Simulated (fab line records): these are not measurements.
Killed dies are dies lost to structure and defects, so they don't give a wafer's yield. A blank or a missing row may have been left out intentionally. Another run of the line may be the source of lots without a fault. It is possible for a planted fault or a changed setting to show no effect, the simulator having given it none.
The tool behind it: which one?    flow gf180mcu    Sampling: 12 lots, 36 wafers, 2 of 602 route steps

== WHAT THE GAUGES READ, wafer by wafer ==
GF_M1_RS_MEAS_05: measures by four-point-probe. Usual: M1_ALCU_RS typically reads 0.0701 ohm/sq, with standard deviation 0.00068.
lot   measured      on             M1_ALCU_RS (ohm/sq)   flag
L214  day 18 00:31  film_metro-01  0.0709 0.0705 0.0697  
L215  day 18 12:49  film_metro-02  0.0704 0.0699 0.0699  
L216  day 18 17:06  film_metro-04  0.0697 0.0699 0.0695  
L217  day 19 06:41  film_metro-02  0.0697 0.0705 0.0697  
L219  day 20 07:13  film_metro-04  0.0705 0.0702 0.0694  
L220  day 20 08:38  film_metro-02  0.0688 0.0690 0.0691  
L221  day 20 15:56  film_metro-02  0.0702 0.0703 0.0708  
L222  day 21 00:32  film_metro-01  0.0711 0.0700 0.0699  
L223  day 21 06:55  film_metro-01  0.0698 0.0706 0.0697  
L224  day 21 13:25  film_metro-01  0.0713 0.0703 0.0701  
L231  day 24 00:50  film_metro-02  0.0693 0.0691 0.0711  
L232  day 24 09:01  film_metro-04  0.0688 0.0697 0.0694  

== EACH LOT AND THE TOOL THAT RAN IT (in order: tool; ch and the chambers of the sampled wafers; start) ==
lot   GF_CONTACT_CVD_24
L214  cvd_w-02 ch 0,1, day 17 23:43
L215  cvd_w-01 ch 0, day 18 11:55
L216  cvd_w-02 ch 0,1, day 18 16:13
L217  cvd_w-01 ch 0,1, day 19 05:52
L219  cvd_w-02 ch 0, day 20 06:23
L220  cvd_w-02 ch 0,1, day 20 07:50
L221  cvd_w-01 ch 0,1, day 20 15:07
L222  cvd_w-02 ch 0,1, day 20 23:44
L223  cvd_w-02 ch 0,1, day 21 06:05
L224  cvd_w-02 ch 0, day 21 12:37
L231  cvd_w-01 ch 0,1, day 24 00:02
L232  cvd_w-02 ch 0,1, day 24 08:07
- GF_CONTACT_CVD_24: deposits W, target thk 300 nm, time 90.339 s.

== WHAT THE TOOLS THEMSELVES READ (means of the sampled wafers that have a number; where no wafer has one, the mark that the record gives instead) ==
GF_CONTACT_CVD_24. Usual: heater_power_w 897 W, standard deviation 92.
lot   tool      heater_power_w (W)  flag
L214  cvd_w-02  835                 
L215  cvd_w-01  1069                
L216  cvd_w-02  840                 
L217  cvd_w-01  1004                
L219  cvd_w-02  835                 
L220  cvd_w-02  821                 
L221  cvd_w-01  956                 
L222  cvd_w-02  831                 
L223  cvd_w-02  835                 
L224  cvd_w-02  854                 
L231  cvd_w-01  966                 
L232  cvd_w-02  836                 

== THE ANSWER, worked out from the rows above alone ==
Rule: lot off if the mean of its wafers having a number is beyond 3 standard deviations from the usual mean. Also off: a lot with no number at a reading for which 4 or more lots have one. Where the step has rows for the other lots, those lots are counted as sound. After the gauges, taken in route order, come the tools' own readings; for these a lot's mean is taken, as printed above. The first step at which some lot is off is used, and at that step the reading that is off furthest; a lot without a number counts as furthest.
No lot is off on any of the readings shown, so nothing can be concluded from this.

== WHAT WAS PUT IN BY THE SIMULATOR ==
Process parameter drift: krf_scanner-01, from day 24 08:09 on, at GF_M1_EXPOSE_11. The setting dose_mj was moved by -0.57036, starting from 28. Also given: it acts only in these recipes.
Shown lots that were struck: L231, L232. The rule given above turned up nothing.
